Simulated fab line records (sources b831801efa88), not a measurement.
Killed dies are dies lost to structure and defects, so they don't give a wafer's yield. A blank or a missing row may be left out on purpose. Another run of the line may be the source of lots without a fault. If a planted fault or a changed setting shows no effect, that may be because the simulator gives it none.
A single fault, viewed from 2 desks -- flow gf180mcu -- every desk sees just its own numbers, and what lay behind them comes last

## DESK OF THE TOOL OWNER: ilineStepper-02
The tool's own readings at GF_VT_IMPLANT_EXPOSE_04 (exposes mask LVPWELL LV AREA, target cd 600 nm): means of the sampled wafers that have a number, for each lot that ran on this tool. Marked OUT: a lot whose mean sits more than 4 standard deviations from the usual mean, which makes it out of limits; the brackets give that distance.
Columns: A = exposureDoseMJCm2 at GF_VT_IMPLANT_EXPOSE_04, usual 139.98
lot,first seen here,A
L677,day 6 02:35,139.99
L678,day 6 05:59,139.92
L680,day 6 10:34,140.01
L681,day 6 21:47,139.80
L689,day 8 20:35,140.03
L693,day 9 23:05,140.17
L694,day 10 03:32,140.00
Result from this desk: across the 7 lots, nothing is out of limits.

## METROLOGY DESK
What the gauges read for every lot (on any tool): the sampled wafers with a number, averaged. Marked OUT: a lot whose mean sits more than 4 standard deviations from the usual mean, which makes it out of limits; the brackets give that distance.
Columns: A = VT_IMPLANT_OVL at GF_VT_IMPLANT_OVL_MEAS_07, usual -0.4 nm; B = CONTACT_CVD_00_THK at GF_CONTACT_THK_MEAS_01, usual 303 nm; C = V1_CVD_00_THK at GF_V1_THK_MEAS_01, usual 598 nm
lot,first seen here,A,B,C
L675,day 5 18:31,1.5,303,600
L676,day 6 02:19,1.4,301,601
L677,day 6 09:55,-0.1,305,596
L678,day 6 12:57,-1.7,304,606
L680,day 6 17:40,-0.2,301,598
L681,day 7 05:27,-0.8,303,594
L682,day 7 14:28,-1.7,308,587
L683,day 7 18:50,0.3,302,592
L688,day 8 23:34,-2.1,299,601
L689,day 9 05:34,-0.9,305,605
L693,day 10 07:18,-115.2 (-88) OUT,302,606
L694,day 10 11:42,-114.7 (-88) OUT,299,605
L697,day 11 06:58,0.6,303,600
This desk's result: L693, L694 out of limits, first on L693 (VT_IMPLANT_OVL at GF_VT_IMPLANT_OVL_MEAS_07), day 10 07:18. In limits: L675, L676, L677, L678, L680, L681, L682, L683, L688, L689, L697.

## ALL TOGETHER
Metrology desk: alarm possible at day 10 07:18 on L693, L694.
The desk of the tool owner found nothing out of limits.
The tool owner's desk has L693, L694 on record, within its limits.
The lots listed all ran GF_VT_IMPLANT_EXPOSE_04 on ilineStepper-02.

## WHAT THE SIMULATOR HAD INSERTED
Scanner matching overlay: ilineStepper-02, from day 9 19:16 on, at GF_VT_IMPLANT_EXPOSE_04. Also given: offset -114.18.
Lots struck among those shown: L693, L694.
Per desk, hours elapsed from the start of the fault to the first reading out of limits: for the metrology desk, 12.
